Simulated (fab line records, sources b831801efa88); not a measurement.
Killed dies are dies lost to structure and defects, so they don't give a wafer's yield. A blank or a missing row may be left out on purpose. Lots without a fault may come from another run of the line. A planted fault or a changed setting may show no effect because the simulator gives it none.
A struck lot beside a sound one | flow gf180mcu | 27 steps out of a route of 602
Sound: wafers L883.1, L883.3, L883.6. Struck: wafers L893.1, L893.4, L893.6. The cause comes at the end.
At each step with rows: each side's tool, then ch and its chambers, then its first start. Under that, the readings that differ: sound wafers | struck wafers | difference of the means | sigmas: that difference in standard deviations of wafers without a fault.
alike: readings whose means differ by less than 2 such deviations, and words and numbers that are the same on both sides. not compared: withheld readings, readings that some wafer has no value for, bounds like >300 that may hide the same value, and numbers for which the record gives no deviation and whose values overlap.
The two part at a step that has a row with sigmas, a row that says differs or no value, or rows on one side only. Numbers that don't overlap but have no deviation are shown without sigmas and don't part them. A reading that every wafer of one side lacks parts them only if that side has two wafers or more.

GF_CONTACT_ETCH_17: etches SiO2 in C4F8/O2/Ar, stops on CoSi2, target depth 860 nm.
  sound on rie_diel-04 ch 0,1,3; struck on rie_diel-03 ch 1,2
  alike: bias_w, oes_product_au, rf_fwd_power_W
GF_CONTACT_STRIP_18: strips in O2/N2.
  sound on plasma_asher-04 ch 0,1, day 17 23:16; struck on plasma_asher-04 ch 1, day 21 11:43
  alike: drypump_motor_current_A, heater_power_w, oes_product_au
  not compared: rf_hours_counter_h
then, 3 steps without rows for these wafers: GF_CONTACT_CLEAN_19 (cleans in SPM); GF_CONTACT_CLEAN_20 (cleans in DIW); GF_CONTACT_CLEAN_21 (cleans in dHF, time 20 s).
GF_CONTACT_SPUTTER_22: material Ti, target thk 15 nm, time 80.02 s.
  sound on pvd_sputter-01, day 17 23:33; struck on pvd_sputter-04, day 21 12:01
  alike: cathode_dc_power_W, chamber_pressure_pa, throttle_valve_pct
then, 1 step without rows for these wafers: GF_CONTACT_SPUTTER_23 (material TiN, target thk 10 nm, time 40 s).
GF_CONTACT_CVD_24: deposits W, target thk 300 nm, time 90.339 s.
  sound on cvd_w-02 ch 1, day 17 23:39; struck on cvd_w-01 ch 0,1, day 21 12:07
  alike: heater_power_w
GF_CONTACT_RS_MEAS_25: measures by four-point-probe.
  sound on film_metro-02, day 17 23:45; struck on film_metro-01, day 21 12:13
  alike: CONTACT_W_RS
GF_CONTACT_THK_MEAS_26: measures by xrf.
  sound on film_metro-02, day 17 23:52; struck on film_metro-01, day 21 12:20
  alike: CONTACT_W_THK
then, 2 steps without rows for these wafers: GF_CONTACT_CMP_27 (polishes, stops on SiO2, t overpolish 15 s, target thk 0 nm); GF_M1_SPUTTER_00 (material Ti, target thk 37.5 nm, time 150 s).
GF_M1_SPUTTER_01: material TiN, target thk 30 nm, time 25 s.
  sound on pvd_sputter-02, day 18 00:20; struck on pvd_sputter-02, day 21 12:48
  no value came back on the struck wafers for cathode_dc_power_W (W), chamber_pressure_pa (Pa), throttle_valve_pct (%); on the sound wafers cathode_dc_power_W (W) reads 6499.3 6499.7 6500.8
then, 2 steps without rows for these wafers: GF_M1_SPUTTER_02 (material AlCu, target thk 450 nm, time 23.9 s); GF_M1_SPUTTER_03 (material Ti, target thk 10 nm, time 6.7 s).
GF_M1_SPUTTER_04: material TiN, target thk 50 nm, time 41.7 s.
  sound on pvd_sputter-02, day 18 00:25; struck on pvd_sputter-02, day 21 12:53
  alike: cathode_dc_power_W, chamber_pressure_pa, throttle_valve_pct
then, 7 steps without rows for these wafers: GF_M1_DEHYDRATE_07 (time 60 s); GF_M1_HMDS_08 (prime time 60 s); GF_M1_COAT_09 (resist thk 1000 nm); GF_M1_SOFTBAKE_10 (time 60 s); GF_M1_EXPOSE_11 (exposes mask Metal1, target cd 230 nm); GF_M1_PEB_12 (peb time 90 s); GF_M1_DEVELOP_13 (develop time 60 s).
GF_M1_CD_MEAS_14: target cd 230 nm.
  sound on cd_sem-01, day 19 00:17; struck on cd_sem-02, day 22 11:46
  alike: cd_nm
GF_M1_OVL_MEAS_15:
  sound on overlay-02, day 19 00:25; struck on overlay-02, day 22 11:53
  alike: M1_OVL
GF_M1_METAL_ETCH_16: etches the open film in Cl2/BCl3, stops on SiO2, target depth 627.5 nm, time 104.6 s.
  sound on rie_metal-01 ch 1, day 19 00:26; struck on rie_metal-03 ch 1, day 22 11:55
  reading                | sound                | struck               | difference | sigmas
  oes_product_au (a.u.)  | 0.977 0.973 0.969    | 0.936 0.935 0.934    | -0.038     | -5
  throttle_valve_pct (%) | 28.238 28.250 28.250 | 28.288 28.290 28.273 | +0.038     | +4
  alike: bias_w, drypump_motor_current_A, he_backside_leak_sccm, rf_fwd_power_W
  not compared: rf_hours_counter_h
then, 1 step without rows for these wafers: GF_M1_STRIP_17 (strips in O2/N2).

WHERE THEY PART
First at GF_M1_SPUTTER_01; last, within this record, at GF_M1_METAL_ETCH_16.

WHY: what the simulator had put in
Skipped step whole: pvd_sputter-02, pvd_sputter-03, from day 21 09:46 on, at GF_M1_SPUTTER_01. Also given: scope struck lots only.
